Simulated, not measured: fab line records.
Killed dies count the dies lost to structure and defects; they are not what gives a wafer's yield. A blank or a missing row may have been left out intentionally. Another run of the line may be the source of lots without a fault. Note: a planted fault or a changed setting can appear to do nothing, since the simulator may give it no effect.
Problem report, 8D (eight disciplines) form, completed by code    flow sky130    the parts of the form that need people (team, actions taken, sign-off) are left out

## 1. THE PROBLEM
Mean DNWELL_TW at SKY_DNWELL_TW_MEAS_09: 1180 over 3 wafers in 2 lots; fault-free wafers: 1108, standard deviation 10. That puts it +7.2 standard deviations away from the usual mean.
First observed at day 6 00:28: wafer L856.4, on filmMetro-02. The record has a number at this step for 37 wafers belonging to 13 lots. Rule for "out" (also "out of limits"): further than 4 standard deviations from the usual mean. Any other wafer with a number is counted as sound.

## 2. WHAT IT IS, WHAT IT ISN'T
question                     is                          is not
which readings at this step  DNWELL_TW                   -
which lots                   L856, L861                  L843, L844, L845, L846, L847, L849, L850, L854, L863, L864, L865
which wafers of those lots   L856.4, L856.6, L861.4      L861.1
read on which gauges         filmMetro-02, filmMetro-03  filmMetro-01
when                         from day 6 00:28            up to then (24 sound wafers); but 10 sound wafers of L861, L863, L864, L865 came after

## 3. THE SUSPECTS, EACH WITH WHAT RULES IT OUT
Counting: a tool at a process step up to the reading stays a suspect if it ran every lot that is out. Sound lots after the first of them don't rule it out here, since some wafers of a struck lot are sound.
- the gauge at SKY_DNWELL_TW_MEAS_09 has been ruled out. 2 gauges (filmMetro-02, filmMetro-03) read the wafers that are out.
- rieSi-02 at SKY_FIELD_ISO_ETCH_17 (etches Si in HBr/Cl2/O2, target depth 342 nm, time 97.7 s): kept. It processed each lot that is out (first: L856, day 5 00:50); up to then, its last sound lot is L854 (day 4 14:53).
- implanter-01 at SKY_DNWELL_IMPLANT_07: kept. It processed each lot that is out (first: L856, day 6 00:16); up to then, its last sound lot is L846 (day 3 16:22).
- Within rieSi-02 at SKY_FIELD_ISO_ETCH_17: the wafers that are out ran in chambers 0, 1, 3; their sound lot-mates ran in chamber 2.
After counting, rieSi-02 at SKY_FIELD_ISO_ETCH_17 and implanter-01 at SKY_DNWELL_IMPLANT_07 remain.

## 4. THE CAUSE (what the simulator had put in)
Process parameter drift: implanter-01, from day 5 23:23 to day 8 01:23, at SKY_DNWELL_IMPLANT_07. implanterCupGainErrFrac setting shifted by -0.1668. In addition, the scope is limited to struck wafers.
2 suspects survive the count, and this tool is in that group.

## 5. THE EFFECT CHAIN, in route order
Each row: a reading where the mean over the struck wafers with a number is more than 3 standard deviations away from the usual. Scope: only readings with a usual standard deviation given in the record; hours: median across lots of the time from each lot's start at the first step in this table that gives one to its start at this step; sigmas: change in usual standard deviations.
hours  step                   reading    usual  on struck wafers  change  sigmas
0      SKY_DNWELL_TW_MEAS_09  DNWELL_TW  1108   1180              +72     +7.2

## 6. HOW IT WOULD HAVE BEEN CAUGHT EARLIER
In this record the first reading out of limits at a measuring or inspecting step was taken at day 6 00:28, 1 hour after the fault began at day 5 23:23.
Lots out: 2; of these, L861 started SKY_DNWELL_IMPLANT_07 on implanter-01 after day 6 00:28. A tool hold placed at that time would have kept it from harm.
